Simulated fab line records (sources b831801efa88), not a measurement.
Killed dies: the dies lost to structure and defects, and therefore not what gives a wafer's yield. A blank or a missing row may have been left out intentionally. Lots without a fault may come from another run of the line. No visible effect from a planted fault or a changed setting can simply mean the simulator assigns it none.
fab line records    flow sky130
[record] lots = 11  wafers = 33  last_day = 49
route steps=708 shown VIA3@576 METAL4@599 CAP2M@617 PAD_OPEN@708
lots with no fault: from the same line, run without faults
start_h: start of the lot's first displayed wafer, in hours after the record's first day    wait_h: time in hours since the lot's previous step    " unchanged from the row above    L1.1+2: a row that stands for several wafers    - either no value or no given start    * or withheld: withheld    < > ~ a bound
route shown NAME@n: NAME is a module with steps in the file, n the number in the route of the first one    usual: mean/standard deviation of fault-free wafers    same: alike in all rows    chamber/n: place in a boat    sites: each site's reading    _std_site: the standard deviation of these    _edge_site: the outer-site mean with the inner-site mean subtracted    radius_mm: how far each site lies from the wafer's centre    mask NAME#n: copy n    behind: the last tool/chamber to shape the wafer    hold: why the lot was held/for how many hours/how that ended    device: which transistor (n, p or np) failed to switch    end of line: at the end of the route, the tests of the same wafers    where a step has no rows: the recipe by itself    killed: dies that structure and defects cost at the first sort, which is not the same as the wafer's yield    map: shows each die of a wafer: x if killed, . if not, _ if none is there
set.NAME: the setting as run; set.NAME@STEP: as run at that earlier step    model.NAME: the simulator's own value behind a step, which no gauge read
the route's steps for a sample of lots (tables are steps, rows are wafers)
services: when a tool's chamber went out of use (start_h, in hours from the record's first day, below 0 if earlier), for how many hours, and the reason
[[steps]]
[step SKY_VIA3_BOW_MEAS_03]
[recipe] mode = bow
[usual] VIA3_BOW = 79/7.9
lot.wafer  tool           chamber  start_h  wait_h  VIA3_BOW[um]
L168.3     film_metro-03  -        917.81   0.2     79
L168.4     "              -        "        "       81
L168.5     "              -        "        "       76
L169.4     film_metro-01  -        920.06   0.3     93
L169.5     "              -        "        "       83
L169.6     "              -        "        "       84
L170.4     film_metro-03  -        946.42   0.3     88
L170.5     "              -        "        "       79
L170.6     "              -        "        "       84
L171.1     film_metro-03  -        950.90   0.2     84
L171.3     "              -        "        "       83
L171.5     "              -        "        "       72
L173.2     film_metro-01  -        961.95   0.2     85
L173.4     "              -        "        "       83
L173.6     "              -        "        "       85
L176.1     film_metro-03  -        981.01   0.3     92
L176.5     "              -        "        "       84
L176.6     "              -        "        "       77
L180.1     film_metro-03  -        1008.78  0.2     74
L180.3     "              -        "        "       69
L180.5     "              -        "        "       81
L181.3     film_metro-01  -        1024.19  0.1     88
L181.5     "              -        "        "       80
L181.6     "              -        "        "       74
L184.1     film_metro-01  -        1030.81  0.1     81
L184.5     "              -        "        "       70
L184.6     "              -        "        "       70
L186.3     film_metro-03  -        1038.22  0.2     70
L186.5     "              -        "        "       66
L186.6     "              -        "        "       76
L187.2     film_metro-02  -        1041.50  0.1     80
L187.4     "              -        "        "       86
L187.6     "              -        "        "       80
[step SKY_METAL4_SPUTTER_01]
[recipe] material = TiN  target_thk_nm = 20  power_w = 6500  time_s = 16.7  chamber_pressure_pa = 0.4
[usual] cathode_dc_power_W = 6500.1/1.3  chamber_pressure_pa = 0.4001/0.0008  throttle_valve_pct = 30.9/1.1
lot.wafer  tool            chamber  start_h  wait_h  cathode_dc_power_W  chamber_pressure_pa  throttle_valve_pct
L168.3     pvd_sputter-02  -        944.02   0.0     6501.2              0.3994               28.5
L168.4     "               -        "        "       6500.7              0.3993               29.2
L168.5     "               -        "        "       6498.3              0.4006               28.9
L169.4     pvd_sputter-03  -        946.09   0.0     6501.8              0.4017               32.0
L169.5     "               -        "        "       6500.2              0.4000               31.9
L169.6     "               -        "        "       6499.9              0.4013               31.2
L170.4     pvd_sputter-02  -        972.06   0.0     -                   -                    -
L170.5     "               -        "        "       -                   -                    -
L170.6     "               -        "        "       -                   -                    -
L171.1     pvd_sputter-03  -        977.51   0.0     -                   -                    -
L171.3     "               -        "        "       -                   -                    -
L171.5     "               -        "        "       -                   -                    -
L173.2     pvd_sputter-03  -        987.69   0.0     -                   -                    -
L173.4     "               -        "        "       -                   -                    -
L173.6     "               -        "        "       -                   -                    -
L176.1     pvd_sputter-03  -        1005.46  0.0     6498.3              0.4007               31.6
L176.5     "               -        "        "       6500.6              0.4001               31.0
L176.6     "               -        "        "       6497.7              0.4000               31.5
L180.1     pvd_sputter-02  -        1033.77  0.0     6497.5              0.3998               29.0
L180.3     "               -        "        "       6501.7              0.3989               30.6
L180.5     "               -        "        "       6499.1              0.3985               28.6
L181.3     pvd_sputter-01  -        1047.88  0.0     6499.1              0.4005               30.7
L181.5     "               -        "        "       6501.2              0.4016               29.9
L181.6     "               -        "        "       6499.5              0.4000               31.3
L184.1     pvd_sputter-03  -        1054.66  0.0     6499.6              0.4004               31.8
L184.5     "               -        "        "       6499.2              0.3993               31.6
L184.6     "               -        "        "       6501.3              0.3994               31.4
L186.3     pvd_sputter-03  -        1061.29  0.0     6497.5              0.4013               31.7
L186.5     "               -        "        "       6501.8              0.3995               32.1
L186.6     "               -        "        "       6500.6              0.4005               31.5
L187.2     pvd_sputter-02  -        1064.51  0.0     6500.0              0.4006               30.8
L187.4     "               -        "        "       6500.6              0.3997               29.3
L187.6     "               -        "        "       6500.2              0.3993               28.9
[step SKY_METAL4_SPUTTER_03]
[recipe] material = Ti  target_thk_nm = 5  power_w = 3000  time_s = 3.3  chamber_pressure_pa = 0.4
[usual] cathode_dc_power_W = 3000.0/0.54  chamber_pressure_pa = 0.4000/0.00083  throttle_valve_pct = 30.9/1.1
lot.wafer  tool            chamber  start_h  wait_h  cathode_dc_power_W  chamber_pressure_pa  throttle_valve_pct
L168.3     pvd_sputter-02  -        944.08   0.0     2999.6              0.4003               28.1
L168.4     "               -        "        "       3000.0              0.3998               29.0
L168.5     "               -        "        "       2999.8              0.3996               28.7
L169.4     pvd_sputter-03  -        946.15   0.0     2999.6              0.4005               32.0
L169.5     "               -        "        "       3000.0              0.4001               32.2
L169.6     "               -        "        "       3000.1              0.4002               31.3
L170.4     pvd_sputter-02  -        972.12   0.0     2999.4              0.3991               29.6
L170.5     "               -        "        "       2999.6              0.3987               30.8
L170.6     "               -        "        "       2999.5              0.4002               28.7
L171.1     pvd_sputter-03  -        977.58   0.0     3000.6              0.3989               31.7
L171.3     "               -        "        "       2999.8              0.4001               32.2
L171.5     "               -        "        "       2999.7              0.3997               32.1
L173.2     pvd_sputter-03  -        987.75   0.0     3001.0              0.3989               32.3
L173.4     "               -        "        "       2999.6              0.3999               31.3
L173.6     "               -        "        "       3000.0              0.4016               31.8
L176.1     pvd_sputter-03  -        1005.53  0.0     2999.6              0.4007               31.4
L176.5     "               -        "        "       3000.8              0.3998               31.1
L176.6     "               -        "        "       3000.2              0.4011               31.3
L180.1     pvd_sputter-02  -        1033.83  0.0     2999.9              0.3991               29.1
L180.3     "               -        "        "       3000.5              0.3990               30.9
L180.5     "               -        "        "       2999.9              0.4006               28.8
L181.3     pvd_sputter-01  -        1047.94  0.0     3000.7              0.4009               30.7
L181.5     "               -        "        "       2999.1              0.3991               29.7
L181.6     "               -        "        "       3000.0              0.3987               31.5
L184.1     pvd_sputter-03  -        1054.72  0.0     2999.9              0.4001               31.7
L184.5     "               -        "        "       3000.1              0.4001               31.6
L184.6     "               -        "        "       2999.7              0.4004               31.4
L186.3     pvd_sputter-03  -        1061.35  0.0     3000.4              0.4014               31.9
L186.5     "               -        "        "       2999.5              0.4003               32.0
L186.6     "               -        "        "       3001.2              0.4016               31.4
L187.2     pvd_sputter-02  -        1064.58  0.0     3000.2              0.3988               30.3
L187.4     "               -        "        "       3000.0              0.4021               29.1
L187.6     "               -        "        "       2998.8              0.4008               28.7
[step SKY_CAP2M_STRIP_14]
[recipe] chemistry = O2/N2  power_w = 1400  pressure_mtorr = 1500  platen_temp_c = withheld  o2_flow_sccm = 3000  n2_flow_sccm = 300  overash_fraction = 0.5
[usual] drypump_motor_current_A = 5.5/0.49  o2_flow_sccm = 3000/9.6  oes_product_au = 0.710/0.0048  strip_time_to_endpoint_s = 12.65/0.048
lot.wafer  tool             chamber  start_h  wait_h  drypump_motor_current_A  o2_flow_sccm  oes_product_au  rf_hours_counter_h  strip_time_to_endpoint_s
L168.3     plasma_asher-02  0        969.36   0.1     4.9                      3003          0.711           -                   12.64
L168.4     "                1        "        "       5.6                      2988          0.715           -                   12.62
L168.5     "                0        "        "       4.9                      2996          0.711           -                   12.68
L169.4     plasma_asher-01  1        970.35   0.1     5.4                      3000          0.707           -                   12.72
L169.5     "                1        "        "       5.4                      2997          0.708           -                   12.65
L169.6     "                0        "        "       5.2                      2991          0.703           -                   12.59
L170.4     plasma_asher-03  0        996.01   0.1     6.5                      3006          0.716           -                   12.64
L170.5     "                0        "        "       6.5                      2985          0.701           -                   12.67
L170.6     "                1        "        "       5.4                      3005          0.712           -                   12.74
L171.1     plasma_asher-02  1        1000.92  0.1     5.6                      3006          0.712           119                 12.70
L171.3     "                0        "        "       4.9                      3019          0.712           -                   12.66
L171.5     "                0        "        "       4.9                      3007          0.707           -                   12.65
L173.2     plasma_asher-03  0        1010.87  0.1     6.4                      2997          0.719           26                  12.59
L173.4     "                0        "        "       6.4                      2995          0.708           -                   12.59
L173.6     "                0        "        "       6.4                      3005          0.710           -                   12.68
L176.1     plasma_asher-02  1        1028.49  0.1     5.6                      3016          0.706           122                 12.70
L176.5     "                0        "        "       4.9                      2997          0.719           -                   12.64
L176.6     "                1        "        "       5.6                      3008          0.708           -                   12.71
L180.1     plasma_asher-03  1        1056.55  0.2     5.4                      3002          0.714           31                  12.63
L180.3     "                0        "        "       6.5                      3001          0.708           -                   12.60
L180.5     "                1        "        "       5.4                      2987          0.709           -                   12.66
L181.3     plasma_asher-02  1        1069.98  0.1     5.6                      2998          0.713           -                   12.69
L181.5     "                1        "        "       5.6                      2998          0.704           -                   12.76
L181.6     "                0        "        "       4.9                      2999          0.711           -                   12.67
L184.1     plasma_asher-01  1        1075.92  0.1     5.5                      3011          0.709           59                  12.67
L184.5     "                1        "        "       5.5                      2995          0.704           -                   12.72
L184.6     "                0        "        "       5.2                      3008          0.715           -                   12.70
L186.3     plasma_asher-01  0        1082.70  0.1     5.2                      2997          0.713           -                   12.66
L186.5     "                0        "        "       5.2                      2992          0.706           -                   12.62
L186.6     "                1        "        "       5.4                      3009          0.719           -                   12.65
L187.2     plasma_asher-01  0        1085.97  0.1     5.2                      2987          0.711           60                  12.67
L187.4     "                0        "        "       5.2                      2990          0.713           -                   12.61
L187.6     "                0        "        "       5.2                      2983          0.713           -                   12.69
[step SKY_PAD_OPEN_PROBE_99]
[usual] defect_limited_yield = 82.6/1.9  killed_at_M0_to_M3 = 42/7.1  killed_at_M4_up = 3.3/1.9  killed_at_contacts = 24/5  killed_at_front_end = 15/4.7  killed_at_other = 0.3/0.61  killed_dies = 86/9.6  killed_on_rim = 17/3.8  killed_open = 47/7.5  killed_short = 38/6.6  sort_bin_3_pad_short = 0.9/0.42  sort_bin_5_function = 10.2/1.5  sort_bin_6_memory = 6.3/1.1  sort_n_pass = 406/9.6  sort_yield_pct = 82.6/1.9
[same] gross_dies = 492  killed_at_back_side = 0  sort_bin_4_leakage[%] = 0  sort_bin_8_speed[%] = 0
lot.wafer  tool       chamber  start_h  wait_h  defect_limited_yield[%]  killed_at_M0_to_M3  killed_at_M4_up  killed_at_contacts  killed_at_front_end  killed_at_other  killed_dies  killed_on_rim  killed_open  killed_short  sort_bin_3_pad_short[%]  sort_bin_5_function[%]  sort_bin_6_memory[%]  sort_n_pass  sort_yield_pct[%]
L168.3     prober-02  -        1087.45  0.2     83.7                     49                  3                19                  8                    1                80           14             35           45            1.2                      9.3                     5.7                   412          83.7
L168.4     prober-02  -        1087.50  0.2     82.7                     49                  6                20                  10                   0                85           16             46           39            1.6                      9.3                     6.3                   407          82.7
L168.5     prober-02  -        1087.55  0.2     84.8                     38                  2                26                  8                    1                75           16             47           27            0.8                      9.1                     5.3                   417          84.8
L169.4     prober-01  -        1088.98  0.2     82.1                     39                  5                22                  21                   1                88           15             45           42            0.8                      10.2                    6.9                   404          82.1
L169.5     prober-01  -        1089.03  0.2     86.0                     26                  4                26                  13                   0                69           18             38           31            0.8                      7.9                     5.3                   423          86.0
L169.6     prober-01  -        1089.08  0.2     83.3                     35                  1                25                  21                   0                82           15             47           35            0.2                      10.0                    6.5                   410          83.3
L170.4     prober-02  -        1110.78  0.2     79.7                     51                  3                27                  17                   2                100          15             48           52            1.8                      11.8                    6.7                   392          79.7
L170.5     prober-02  -        1110.83  0.2     79.9                     55                  3                30                  11                   0                99           26             56           42            0.4                      12.0                    7.7                   393          79.9
L170.6     prober-02  -        1110.88  0.2     78.7                     50                  4                28                  22                   1                105          17             64           37            1.4                      12.8                    7.1                   387          78.7
L171.1     prober-01  -        1115.04  0.1     80.5                     51                  5                28                  12                   0                96           18             54           42            1.2                      10.6                    7.7                   396          80.5
L171.3     prober-01  -        1115.14  0.2     82.9                     45                  4                20                  15                   0                84           16             56           28            0.6                      11.0                    5.5                   408          82.9
L171.5     prober-01  -        1115.24  0.2     81.9                     41                  4                31                  13                   0                89           21             42           47            0.6                      12.0                    5.5                   403          81.9
L173.2     prober-02  -        1124.39  0.1     83.1                     42                  2                19                  20                   0                83           17             39           44            1.0                      8.5                     7.3                   409          83.1
L173.4     prober-02  -        1124.49  0.2     82.5                     46                  0                27                  13                   0                86           15             57           28            1.2                      8.5                     7.7                   406          82.5
L173.6     prober-02  -        1124.59  0.2     82.1                     40                  1                30                  17                   0                88           17             49           39            0.6                      10.2                    7.1                   404          82.1
L176.1     prober-02  -        1141.03  0.1     86.4                     37                  1                21                  7                    1                67           9              37           30            1.0                      7.9                     4.7                   425          86.4
L176.5     prober-02  -        1141.23  0.2     83.1                     47                  5                17                  12                   2                83           17             42           40            0.6                      10.8                    5.5                   409          83.1
L176.6     prober-02  -        1141.28  0.2     85.0                     42                  4                22                  6                    0                74           9              44           30            0.8                      8.5                     5.7                   418          85.0
L180.1     prober-02  -        1162.57  0.1     80.7                     38                  4                38                  15                   0                95           22             57           38            0.8                      11.8                    6.7                   397          80.7
L180.3     prober-02  -        1162.67  0.2     80.5                     38                  1                34                  23                   0                96           24             61           34            0.8                      10.2                    8.5                   396          80.5
L180.5     prober-02  -        1162.77  0.2     79.5                     55                  3                27                  15                   1                101          18             57           44            1.6                      11.2                    7.7                   391          79.5
L181.3     prober-02  -        1175.87  0.2     81.5                     54                  3                16                  18                   0                91           11             49           41            0.6                      9.8                     8.1                   401          81.5
L181.5     prober-02  -        1175.97  0.2     83.1                     35                  4                29                  14                   1                83           15             36           47            1.4                      8.9                     6.5                   409          83.1
L181.6     prober-02  -        1176.02  0.2     81.7                     38                  1                25                  26                   0                90           19             49           41            1.0                      9.3                     7.9                   402          81.7
L184.1     prober-02  -        1179.25  0.1     82.9                     35                  0                28                  21                   0                84           15             51           33            0.8                      9.8                     6.5                   408          82.9
L184.5     prober-02  -        1179.45  0.2     82.5                     40                  5                25                  16                   0                86           23             49           37            1.6                      8.3                     7.5                   406          82.5
L184.6     prober-02  -        1179.50  0.2     83.5                     33                  3                26                  19                   0                81           10             43           38            0.8                      10.4                    5.3                   411          83.5
L186.3     prober-02  -        1184.52  0.2     84.8                     40                  1                22                  12                   0                75           10             45           30            1.2                      7.1                     6.9                   417          84.8
L186.5     prober-02  -        1184.62  0.2     84.6                     36                  2                20                  18                   0                76           17             36           37            1.6                      8.1                     5.7                   416          84.6
L186.6     prober-02  -        1184.67  0.2     86.4                     39                  3                18                  7                    0                67           8              39           27            1.2                      7.3                     5.1                   425          86.4
L187.2     prober-01  -        1187.13  0.1     82.9                     32                  5                28                  18                   1                84           22             48           36            0.6                      10.4                    6.1                   408          82.9
L187.4     prober-01  -        1187.23  0.2     82.9                     47                  5                24                  8                    0                84           19             45           39            0.8                      8.9                     7.3                   408          82.9
L187.6     prober-01  -        1187.33  0.2     85.0                     38                  1                21                  14                   0                74           12             50           24            0.4                      10.4                    4.3                   418          85.0
// killed by level:class
L168.3 METAL2:geometric_particle:short=10 METAL1:geometric_particle:short=8 VIA2:geometric_particle:open=8 CONTACT:geometric_particle:open=7 VIA1:geometric_particle:open=6 LI_CONTACT:geometric_particle:open=5 VIA1:geometric_particle:short=5 LI_CONTACT:geometric_particle:short=3
L168.4 CONTACT:geometric_particle:open=9 METAL2:geometric_particle:short=9 VIA2:geometric_particle:open=8 VIA1:geometric_particle:open=6 VIA1:geometric_particle:short=5 VIA3:geometric_particle:open=5 VIA3:geometric_particle:short=5 POLY_GATE:geometric_particle:open=4
L168.5 CONTACT:geometric_particle:open=13 VIA2:geometric_particle:open=7 VIA3:geometric_particle:open=7 CONTACT:geometric_particle:short=6 LI_CONTACT:geometric_particle:open=5 VIA1:geometric_particle:short=5 VIA1:geometric_particle:open=5 METAL2:geometric_particle:short=3
L169.4 VIA1:geometric_particle:open=10 FIELD_ISO:geometric_particle:open=7 CONTACT:geometric_particle:open=7 VIA2:geometric_particle:open=7 METAL1:geometric_particle:short=6 METAL2:geometric_particle:short=6 LI_CONTACT:geometric_particle:open=5 FIELD_ISO:geometric_particle:short=4
L169.5 CONTACT:geometric_particle:open=12 LI_CONTACT:geometric_particle:open=7 VIA1:geometric_particle:open=6 VIA3:geometric_particle:open=5 CONTACT:geometric_particle:short=4 METAL3:geometric_particle:short=4 FIELD_ISO:geometric_particle:short=3 POLY_GATE:geometric_particle:short=3
L169.6 VIA1:geometric_particle:open=9 CONTACT:geometric_particle:open=8 LI_CONTACT:geometric_particle:open=7 VIA3:geometric_particle:open=7 FIELD_ISO:geometric_particle:open=5 LOCAL_INTERCONNECT:geometric_particle:short=5 VIA2:geometric_particle:open=5 POLY_GATE:geometric_particle:short=4
L170.4 VIA1:geometric_particle:open=10 VIA3:geometric_particle:open=9 LI_CONTACT:geometric_particle:open=9 METAL2:geometric_particle:short=6 METAL1:geometric_particle:short=6 FIELD_ISO:geometric_particle:short=5 LI_CONTACT:geometric_particle:short=5 LOCAL_INTERCONNECT:geometric_particle:short=5
L170.5 VIA1:geometric_particle:open=16 CONTACT:geometric_particle:open=13 METAL2:geometric_particle:short=8 POLY_GATE:geometric_particle:short=7 LI_CONTACT:geometric_particle:open=6 VIA3:geometric_particle:open=6 LOCAL_INTERCONNECT:geometric_particle:short=5 VIA1:geometric_particle:short=5
L170.6 VIA1:geometric_particle:open=14 CONTACT:geometric_particle:open=10 VIA2:geometric_particle:open=9 VIA3:geometric_particle:open=9 LI_CONTACT:geometric_particle:open=8 POLY_GATE:geometric_particle:open=5 CONTACT:geometric_particle:short=5 VIA1:geometric_particle:short=5
L171.1 LI_CONTACT:geometric_particle:open=11 CONTACT:geometric_particle:open=10 VIA1:geometric_particle:open=10 METAL2:geometric_particle:short=8 VIA3:geometric_particle:open=6 METAL1:geometric_particle:short=5 VIA2:geometric_particle:open=5 POLY_GATE:geometric_particle:short=4
L171.3 VIA2:geometric_particle:open=11 LI_CONTACT:geometric_particle:open=9 VIA1:geometric_particle:open=9 VIA3:geometric_particle:open=9 CONTACT:geometric_particle:open=6 METAL3:geometric_particle:short=5 FIELD_ISO:geometric_particle:open=4 FIELD_ISO:geometric_particle:short=4
L171.5 CONTACT:geometric_particle:open=10 METAL1:geometric_particle:short=7 CONTACT:geometric_particle:short=7 VIA2:geometric_particle:open=7 VIA1:geometric_particle:open=6 LI_CONTACT:geometric_particle:open=5 VIA1:geometric_particle:short=5 VIA3:geometric_particle:open=5
L173.2 METAL1:geometric_particle:short=9 FIELD_ISO:geometric_particle:open=6 VIA1:geometric_particle:open=6 VIA2:geometric_particle:open=6 VIA3:geometric_particle:open=6 CONTACT:geometric_particle:open=5 METAL2:geometric_particle:short=5 FIELD_ISO:geometric_particle:short=4
L173.4 VIA1:geometric_particle:open=12 CONTACT:geometric_particle:open=12 LI_CONTACT:geometric_particle:open=9 VIA2:geometric_particle:open=9 METAL2:geometric_particle:short=5 POLY_GATE:geometric_particle:open=4 METAL1:geometric_particle:short=4 FIELD_ISO:geometric_particle:short=3
L173.6 CONTACT:geometric_particle:short=8 CONTACT:geometric_particle:open=8 VIA3:geometric_particle:open=8 FIELD_ISO:geometric_particle:open=7 METAL1:geometric_particle:short=7 LI_CONTACT:geometric_particle:open=6 VIA1:geometric_particle:open=5 VIA2:geometric_particle:open=5
L176.1 VIA1:geometric_particle:open=11 METAL1:geometric_particle:short=7 LI_CONTACT:geometric_particle:open=6 CONTACT:geometric_particle:open=5 CONTACT:geometric_particle:short=5 VIA3:geometric_particle:open=5 POLY_GATE:geometric_particle:open=4 LOCAL_INTERCONNECT:geometric_particle:short=4
L176.5 METAL2:geometric_particle:short=10 VIA1:geometric_particle:open=9 CONTACT:geometric_particle:open=7 VIA3:geometric_particle:open=6 METAL3:geometric_particle:short=6 VIA2:geometric_particle:open=6 FIELD_ISO:geometric_particle:open=5 METAL1:geometric_particle:short=5
L176.6 VIA1:geometric_particle:open=11 CONTACT:geometric_particle:open=7 LI_CONTACT:geometric_particle:open=6 VIA2:geometric_particle:open=6 LI_CONTACT:geometric_particle:short=4 METAL2:geometric_particle:open=4 METAL3:geometric_particle:short=4 VIA3:geometric_particle:open=4
L180.1 CONTACT:geometric_particle:open=16 LI_CONTACT:geometric_particle:open=10 VIA1:geometric_particle:open=10 CONTACT:geometric_particle:short=6 VIA3:geometric_particle:open=6 METAL1:geometric_particle:short=5 METAL2:geometric_particle:short=4 VIA2:geometric_particle:open=4
L180.3 CONTACT:geometric_particle:open=14 VIA1:geometric_particle:open=12 LI_CONTACT:geometric_particle:open=9 LI_CONTACT:geometric_particle:short=7 FIELD_ISO:geometric_particle:open=6 POLY_GATE:geometric_particle:short=6 VIA2:geometric_particle:open=6 POLY_GATE:geometric_particle:open=5
L180.5 VIA1:geometric_particle:open=16 LI_CONTACT:geometric_particle:open=10 METAL2:geometric_particle:short=8 FIELD_ISO:geometric_particle:short=7 CONTACT:geometric_particle:open=7 VIA3:geometric_particle:open=7 VIA2:geometric_particle:open=6 METAL1:geometric_particle:short=5
L181.3 VIA2:geometric_particle:open=11 FIELD_ISO:geometric_particle:open=8 VIA3:geometric_particle:open=8 METAL1:geometric_particle:short=7 METAL2:geometric_particle:short=6 VIA2:geometric_particle:short=5 LOCAL_INTERCONNECT:geometric_particle:short=4 CONTACT:geometric_particle:open=4
L181.5 LOCAL_INTERCONNECT:geometric_particle:short=9 CONTACT:geometric_particle:open=9 FIELD_ISO:geometric_particle:short=7 VIA1:geometric_particle:open=7 LI_CONTACT:geometric_particle:open=5 VIA2:geometric_particle:open=5 CONTACT:geometric_particle:short=5 METAL2:geometric_particle:short=5
L181.6 CONTACT:geometric_particle:open=11 VIA1:geometric_particle:open=10 FIELD_ISO:geometric_particle:short=7 FIELD_ISO:geometric_particle:open=5 LOCAL_INTERCONNECT:geometric_particle:short=5 METAL1:geometric_particle:short=5 VIA2:geometric_particle:open=5 POLY_GATE:geometric_particle:open=4
L184.1 CONTACT:geometric_particle:open=10 VIA1:geometric_particle:open=8 LI_CONTACT:geometric_particle:open=8 POLY_GATE:geometric_particle:open=7 VIA3:geometric_particle:open=7 METAL2:geometric_particle:short=5 FIELD_ISO:geometric_particle:open=4 LOCAL_INTERCONNECT:geometric_particle:short=4
L184.5 VIA1:geometric_particle:open=10 CONTACT:geometric_particle:open=9 VIA1:geometric_particle:short=7 LI_CONTACT:geometric_particle:open=6 VIA3:geometric_particle:open=6 METAL2:geometric_particle:short=4 VIA2:geometric_particle:short=4 FIELD_ISO:geometric_particle:open=3
L184.6 LI_CONTACT:geometric_particle:open=9 CONTACT:geometric_particle:open=8 METAL2:geometric_particle:short=7 VIA3:geometric_particle:open=7 VIA1:geometric_particle:open=6 FIELD_ISO:geometric_particle:short=5 FIELD_ISO:geometric_particle:open=4 CONTACT:geometric_particle:short=4
L186.3 VIA3:geometric_particle:open=9 LI_CONTACT:geometric_particle:open=7 FIELD_ISO:geometric_particle:open=6 VIA2:geometric_particle:open=6 VIA1:geometric_particle:open=6 CONTACT:geometric_particle:open=5 METAL1:geometric_particle:short=5 METAL3:geometric_particle:short=5
L186.5 METAL2:geometric_particle:short=7 LI_CONTACT:geometric_particle:open=7 CONTACT:geometric_particle:open=7 VIA1:geometric_particle:short=7 FIELD_ISO:geometric_particle:short=5 VIA3:geometric_particle:open=5 POLY_GATE:geometric_particle:short=4 VIA1:geometric_particle:open=4
L186.6 CONTACT:geometric_particle:open=7 VIA2:geometric_particle:open=7 VIA3:geometric_particle:open=6 VIA1:geometric_particle:open=6 METAL1:geometric_particle:short=5 LI_CONTACT:geometric_particle:open=5 LOCAL_INTERCONNECT:geometric_particle:short=3 VIA3:geometric_particle:short=3
L187.2 VIA1:geometric_particle:open=10 LI_CONTACT:geometric_particle:open=9 CONTACT:geometric_particle:open=8 METAL1:geometric_particle:short=6 POLY_GATE:geometric_particle:open=5 POLY_GATE:geometric_particle:short=4 LOCAL_INTERCONNECT:geometric_particle:short=4 CONTACT:geometric_particle:short=4
L187.4 VIA1:geometric_particle:open=11 VIA2:geometric_particle:open=11 CONTACT:geometric_particle:open=9 METAL1:geometric_particle:short=6 VIA3:geometric_particle:open=6 METAL4:geometric_particle:short=5 CONTACT:geometric_particle:short=5 VIA2:geometric_particle:short=5
L187.6 VIA2:geometric_particle:open=9 LI_CONTACT:geometric_particle:open=8 CONTACT:geometric_particle:open=8 VIA3:geometric_particle:open=7 VIA1:geometric_particle:open=6 METAL1:geometric_particle:short=6 VIA1:geometric_particle:short=5 FIELD_ISO:geometric_particle:open=4
[[services]]
tool             chamber  start_h  hours  kind
pvd_sputter-01   -        950.17   5.7    repair
plasma_asher-02  -        959.31   0.7    repair
plasma_asher-02  -        965.14   0.4    repair
plasma_asher-01  -        966.48   3.2    repair
pvd_sputter-01   -        971.69   7.0    repair
plasma_asher-02  -        974.33   7.7    pm
plasma_asher-02  -        988.45   8.2    repair
pvd_sputter-02   -        990.41   23.1   repair
plasma_asher-01  -        994.69   2.8    pm
pvd_sputter-01   -        994.80   1.1    repair
plasma_asher-01  -        1044.18  28.1   pm
plasma_asher-02  -        1055.25  9.0    pm
plasma_asher-02  0        1055.25  9.0    vent_cycle
plasma_asher-02  1        1055.25  9.0    vent_cycle
plasma_asher-02  0        1064.25  -      clean
plasma_asher-02  1        1064.25  -      clean
[[key]]
[first_sign] step = SKY_METAL4_SPUTTER_01  reading = tool_record  direction = missing
effect none on later readings
met_at SKY_METAL4_SPUTTER_01
struck_lots L170,L171,L173
not_acting_at SKY_VIA3_BOW_MEAS_03,SKY_METAL4_SPUTTER_03,SKY_CAP2M_STRIP_14
onset_between 946.09 972.06
[fault] kind = skipped_step_whole  tool = pvd_sputter-02,pvd_sputter-03  chamber = -  onset_h = 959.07  steps = SKY_METAL4_SPUTTER_01  scope = struck_lots_only
